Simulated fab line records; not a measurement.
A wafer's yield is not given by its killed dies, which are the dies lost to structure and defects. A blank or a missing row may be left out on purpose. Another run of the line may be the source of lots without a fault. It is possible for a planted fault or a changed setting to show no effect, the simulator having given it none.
The same fault as seen by 2 desks / flow gf180mcu / only its own numbers are on each desk; what lay behind them is given at the end

== AT THE METROLOGY DESK ==
Means of the sampled wafers that have a number, per lot and without regard to the tool the lot ran on: this is what the gauges read. If a lot's mean is further than 4 standard deviations from the usual mean, the lot is out of limits and carries the mark OUT (the distance appears in the brackets).
Columns: A = HV_LDD_03_OVL at GF_HV_LDD_OVL_MEAS_47, usual 0.8 nm; B = cd_nm at GF_CONTACT_CD_MEAS_14, usual 219.8 nm
lot=L250; first seen here=day 12 12:07; A=1.4; B=221.1
lot=L251; first seen here=day 12 15:02; A=-0.3; B=221.3
lot=L252; first seen here=day 13 01:31; A=0.9; B=219.6
lot=L253; first seen here=day 13 07:35; A=1.6; B=219.6
lot=L254; first seen here=day 13 17:48; A=1.5; B=220.7
lot=L256; first seen here=day 14 10:22; A=2.1; B=222.5
lot=L255; first seen here=day 14 11:46; A=1.4; B=220.9
lot=L257; first seen here=day 14 20:21; A=0.6; B=217.0
lot=L262; first seen here=day 16 15:06; A=0.8; B=219.5
lot=L264; first seen here=day 17 04:51; A=-1.3; B=218.9
lot=L270; first seen here=day 19 03:51; A=1.9; B=215.9
lot=L269; first seen here=day 19 05:46; A=0.2; B=221.4
lot=L272; first seen here=day 20 01:50; A=0.3; B=219.0
lot=L273; first seen here=day 20 08:04; A=-0.2; B=220.7
This desk's finding: nothing out of limits on any of the 14 lots.

== DESK OF THE TOOL OWNER: rie_diel-02 ==
The tool's own readings at GF_SAB_ETCH_11 (etches SiO2 in C4F8/O2/Ar, target depth 55 nm, time 8.5 s): means of the sampled wafers that have a number, for each lot that ran on this tool. If a lot's mean is further than 4 standard deviations from the usual mean, the lot is out of limits and carries the mark OUT (the distance appears in the brackets).
Columns: A = oes_product_au at GF_SAB_ETCH_11, usual 0.993 a.u.; B = rf_fwd_power_W at GF_SAB_ETCH_11, usual 1472 W
lot=L257; first seen here=day 17 18:07; A=1.001; B=1480
lot=L262; first seen here=day 19 16:40; A=1.030; B=1718 (+33) OUT
lot=L264; first seen here=day 20 08:34; A=1.020; B=1719 (+33) OUT
Finding of this desk: L262, L264 out of limits; the first was L262 at day 19 16:40, on rf_fwd_power_W at GF_SAB_ETCH_11. L257 stayed within limits.

== BROUGHT TOGETHER ==
An alarm could have come from the tool owner's desk at day 19 16:40, on L262, L264.
At the metrology desk, nothing out of limits was observed.
The metrology desk has L262, L264 on record, within its limits.
Every lot named ran GF_SAB_ETCH_11 on rie_diel-02.

== WHAT WAS PUT IN BY THE SIMULATOR ==
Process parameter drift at GF_SAB_ETCH_11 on rie_diel-02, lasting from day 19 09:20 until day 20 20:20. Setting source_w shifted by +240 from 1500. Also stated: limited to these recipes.
Lots struck among those shown: L262, L264.
Time in hours from fault onset to the first out-of-limits reading at each desk: the tool owner's desk, 7.
